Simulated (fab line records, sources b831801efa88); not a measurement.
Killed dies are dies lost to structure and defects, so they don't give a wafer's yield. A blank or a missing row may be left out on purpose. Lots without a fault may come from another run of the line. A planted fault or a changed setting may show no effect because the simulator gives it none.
Problem report in the 8D (eight disciplines) form, filled by code | flow sfq_line | the parts of the form that need people (team, actions taken, sign-off) are left out

1. THE PROBLEM
chamber_pressure_mTorr at SFQ_TRILAYER_M7_STRIP_STRIP_181 reads a mean of 39.97 mTorr on 4 wafers of 2 lots; wafers without a fault read 50.00 mTorr with a standard deviation of 0.047. That is -99 or more standard deviations from the usual mean.
The step: strips in O2.
First seen on wafer L217.2, day 76 04:01, on rie_metal-02. The record holds 42 wafers of 14 lots with a number at this step. Rule for "out", or "out of limits": more than 4 standard deviations from the usual mean. The other wafers with a number count as sound.

2. WHAT IT IS AND WHAT IT IS NOT
question                    | is                             | is not
which readings at this step | chamber_pressure_mTorr         | drypump_motor_current_A
which lots                  | L217, L218                     | L203, L204, L207, L208, L209, L216, L219, L221, L222, L223, L224, L225
which wafers of those lots  | L217.2, L217.3, L218.3, L218.6 | L217.1, L218.4
read on which tools         | rie_metal-02                   | rie_metal-03, rie_metal-04
when                        | from day 76 04:01              | up to then (19 sound wafers); but 19 sound wafers of L218, L219, L221, L222, L223, L224, L225 came after

3. SUSPECTS, AND WHAT RULES EACH OUT
Counting: a tool at a process step up to the reading stays a suspect if it ran every lot that is out. Sound lots after the first of them don't rule it out here, since some wafers of a struck lot are sound.
- rie_metal-02 at SFQ_TRILAYER_M7_STRIP_STRIP_181 (strips in O2): kept. It ran every lot that is out, first L217 (day 76 04:01); its last sound lot up to then is L208 (day 70 20:46). Its own readings are out on those wafers: chamber_pressure_mTorr.
- Within rie_metal-02 at SFQ_TRILAYER_M7_STRIP_STRIP_181: the wafers that are out ran in chamber 1; their sound lot-mates ran in chamber 0.
Left after counting: rie_metal-02 at SFQ_TRILAYER_M7_STRIP_STRIP_181.

4. THE CAUSE (what the simulator had put in)
Process parameter drift: rie_metal-02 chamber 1, from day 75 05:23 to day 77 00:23, at SFQ_TRILAYER_M7_STRIP_STRIP_181. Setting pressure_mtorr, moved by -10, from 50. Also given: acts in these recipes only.
Counting left only this tool.

5. THE CHAIN OF EFFECTS, in route order
Each row: a reading whose mean over the struck wafers that have a number lies more than 3 standard deviations from the usual. Only readings for which the record gives a usual standard deviation are gone through. hours: the time from each lot's start at the first step in this table that gives one to its start at this step, as a median over the lots. sigmas: the change in usual standard deviations.
hours | step                            | reading                | usual       | on struck wafers | change | sigmas
0     | SFQ_TRILAYER_M7_STRIP_STRIP_181 | chamber_pressure_mTorr | 50.00 mTorr | 39.97            | -10.03 | -99 or more
The process steps in it:
- SFQ_TRILAYER_M7_STRIP_STRIP_181: strips in O2.

6. WHAT WOULD HAVE CAUGHT IT SOONER
In this record the first reading out of limits was taken at day 76 04:01, 23 hours after the fault began at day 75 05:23.
